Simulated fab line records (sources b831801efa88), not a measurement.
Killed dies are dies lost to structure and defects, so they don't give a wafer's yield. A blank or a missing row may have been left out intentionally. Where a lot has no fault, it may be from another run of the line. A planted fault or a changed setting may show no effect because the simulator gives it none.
Which of the tools did it?	flow gf180mcu	12 lots, 36 wafers sampled, at 3 steps of a route of 602

== WHAT EACH GAUGE READ, for each wafer ==
GF_VT_IMPLANT_RS_MEAS_49: measurement is done with a four-point probe. Usual: MVPSD_RS gives 1169 ohm/sq (standard deviation 3.3).
lot	measured	on	MVPSD_RS (ohm/sq)	flag
L436	day 7 14:29	film_metro-04	1165 1164 1168	
L439	day 8 13:25	film_metro-03	1173 1176 1175	
L440	day 8 18:25	film_metro-03	1172 1174 1173	
L445	day 10 04:27	film_metro-04	1171 1167 1164	
L446	day 10 10:32	film_metro-04	1168 1170 1169	
L448	day 11 02:43	film_metro-03	1174 1173 1173	
L450	day 11 12:45	film_metro-01	1169 1166 1171	
L453	day 12 08:18	film_metro-03	1168 1170 1170	
L455	day 13 03:01	film_metro-04	1169 1165 1168	
L457	day 13 11:04	film_metro-04	1167 1163 1166	
L458	day 13 19:10	film_metro-01	1172 1172 1169	
L459	day 14 03:07	film_metro-01	1170 1168 1171	

GF_POLY_GATE_THK_MEAS_01. Usual: POLY_GATE_CVD_00_THK gives 200.1 nm (standard deviation 1.5).
lot	measured	on	POLY_GATE_CVD_00_THK (nm)	flag
L436	day 8 12:04	film_metro-01	201.1 201.1 202.8	
L439	day 9 13:08	film_metro-01	199.9 202.5 199.9	
L440	day 9 18:32	film_metro-03	200.1 200.7 201.3	
L445	day 11 05:08	film_metro-03	201.2 202.8 200.1	
L446	day 11 10:17	film_metro-03	201.6 199.8 200.3	
L448	day 12 01:17	film_metro-03	200.2 199.7 198.8	
L450	day 12 12:55	film_metro-01	201.4 201.0 201.1	
L453	day 13 09:07	film_metro-03	199.3 199.1 199.8	
L455	day 14 04:11	film_metro-01	199.8 201.6 200.5	
L457	day 14 12:50	film_metro-02	199.1 199.2 200.1	
L458	day 14 22:40	film_metro-01	203.8 204.8 203.2	
L459	day 15 06:16	film_metro-02	201.3 198.6 200.6	

GF_HV_LDD_OVL_MEAS_08. Usual: HV_LDD_OVL gives -0.3 nm (standard deviation 1.5).
lot	measured	on	HV_LDD_OVL (nm)	flag
L436	day 9 23:42	overlay-01	1.5 0.3 0.8	
L439	day 11 03:30	overlay-02	-0.3 0.4 0.0	
L440	day 11 08:35	overlay-02	-0.4 -2.0 -0.5	
L445	day 12 21:05	overlay-02	-1.6 -2.2 -0.3	
L446	day 13 03:06	overlay-02	-0.6 -1.1 0.9	
L448	day 13 19:26	overlay-02	0.2 -1.2 -2.1	
L450	day 14 07:18	overlay-01	0.8 0.9 0.0	
L453	day 15 05:02	overlay-02	-0.1 2.6 0.9	
L455	day 16 01:58	overlay-01	0.0 0.2 -0.1	
L457	day 16 10:36	overlay-02	-2.0 -3.8 -1.4	
L458	day 16 22:26	overlay-02	-2.3 -1.9 -2.1	
L459	day 17 04:50	overlay-02	-0.5 1.2 0.5	

== WHICH TOOL RAN EACH LOT (tool, then ch and the chambers of the sampled wafers, then the start) ==
There is no process step in the record ahead of these readings.

== WHAT THE TOOLS THEMSELVES READ (means of the sampled wafers that have a number; where no wafer has one, the mark that the record gives instead) ==
The record holds no such reading with a usual standard deviation.

== THE ANSWER, worked out from the rows above alone ==
Rule: lot off if the mean of its wafers having a number is beyond 3 standard deviations from the usual mean. Also off: a lot with no number at a reading for which 4 or more lots have one. The other lots that the step has rows for count as sound. First the gauges in route order, then the tools' own readings, where a lot's mean is used as printed above. The first step at which some lot is off is used, and at that step the reading that is off furthest; a lot without a number counts as furthest.
Across all readings shown, no lot is off: no conclusion can be drawn from this.

== WHAT THE SIMULATOR PUT IN ==
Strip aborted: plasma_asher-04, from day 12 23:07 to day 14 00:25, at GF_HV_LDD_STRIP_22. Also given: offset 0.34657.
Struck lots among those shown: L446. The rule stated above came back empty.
